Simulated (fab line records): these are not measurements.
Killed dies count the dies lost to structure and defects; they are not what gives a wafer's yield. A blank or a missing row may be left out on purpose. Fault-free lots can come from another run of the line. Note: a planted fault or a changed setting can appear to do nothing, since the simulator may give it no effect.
The same fault as seen by 2 desks | flow sky130 | only its own numbers are on each desk; what lay behind them is given at the end

== DESK OF THE TOOL OWNER: implanter-03 ==
The tool's own readings at SKY_LDD_P_IMPLANT_09: means of the sampled wafers that have a number, for each lot that ran on this tool. Marked OUT: a lot whose mean sits more than 4 standard deviations from the usual mean, which makes it out of limits; the brackets give that distance.
Columns: A = beamOnS at SKY_LDD_P_IMPLANT_09, usual 10.02 s; B = doseIonsCm2 at SKY_LDD_P_IMPLANT_09, usual 1.0001e+13; C = faradayCurrentUA at SKY_LDD_P_IMPLANT_09, usual 56.3
lot  | first seen here | A     | B                            | C
L269 | day 19 12:29    | 9.96  | 1.0015e+13                   | 56.5
L273 | day 21 03:23    | 9.89  | 1.1282e+13 (+99 or more) OUT | 64.6 (+7.5) OUT
L275 | day 22 00:00    | 9.94  | 1.1285e+13 (+99 or more) OUT | 64.0 (+7.0) OUT
L282 | day 24 21:21    | 9.99  | 9.9917e+12                   | 56.4
L285 | day 25 16:27    | 9.90  | 9.9953e+12                   | 57.0
L287 | day 26 04:56    | 10.03 | 1.0005e+13                   | 56.3
This desk's finding: out of limits on L273, L275; first on L273, day 21 03:23 (doseIonsCm2 at SKY_LDD_P_IMPLANT_09). L269, L282, L285, L287: within limits.

== AT THE METROLOGY DESK ==
Lot by lot, what the gauges showed, no matter which tool ran the lot: averages of those sampled wafers that carry a number. Marked OUT: a lot whose mean sits more than 4 standard deviations from the usual mean, which makes it out of limits; the brackets give that distance.
Columns: A = LDD_P_TW at SKY_LDD_P_TW_MEAS_11, usual 633; B = LI_CONTACT_HDPCVD_THK at SKY_LI_CONTACT_THK_MEAS_01, usual 928 nm
lot  | first seen here | A              | B
L268 | day 19 09:35    | 636            | 920
L269 | day 19 12:44    | 632            | 933
L273 | day 21 03:38    | 655 (+6.2) OUT | 934
L275 | day 22 00:13    | 657 (+6.6) OUT | 937
L279 | day 23 12:19    | 641            | 945
L282 | day 24 21:36    | 638            | 937
L283 | day 25 03:51    | 630            | 917
L285 | day 25 16:42    | 632            | 929
L287 | day 26 05:11    | 628            | 920
L288 | day 26 13:58    | 630            | 912
L289 | day 26 23:04    | 629            | 930
This desk's finding: out of limits on L273, L275; first on L273, day 21 03:38 (LDD_P_TW at SKY_LDD_P_TW_MEAS_11). L268, L269, L279, L282, L283, L285, L287, L288, L289: within limits.

== TAKEN TOGETHER ==
At day 21 03:23, on L273, L275, the tool owner's desk was in a position to raise an alarm.
L273, L275 would have let the metrology desk raise an alarm at day 21 03:38.
On implanter-03, each named lot ran SKY_LDD_P_IMPLANT_09.

== WHAT HAD BEEN PUT IN BY THE SIMULATOR ==
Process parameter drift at SKY_LDD_P_IMPLANT_09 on implanter-03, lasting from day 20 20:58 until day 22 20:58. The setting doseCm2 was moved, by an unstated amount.
Struck lots among those shown: L273, L275.
Counting hours from when the fault started, the first reading out of limits came at 6 for the tool owner's desk and at 7 for the metrology desk.
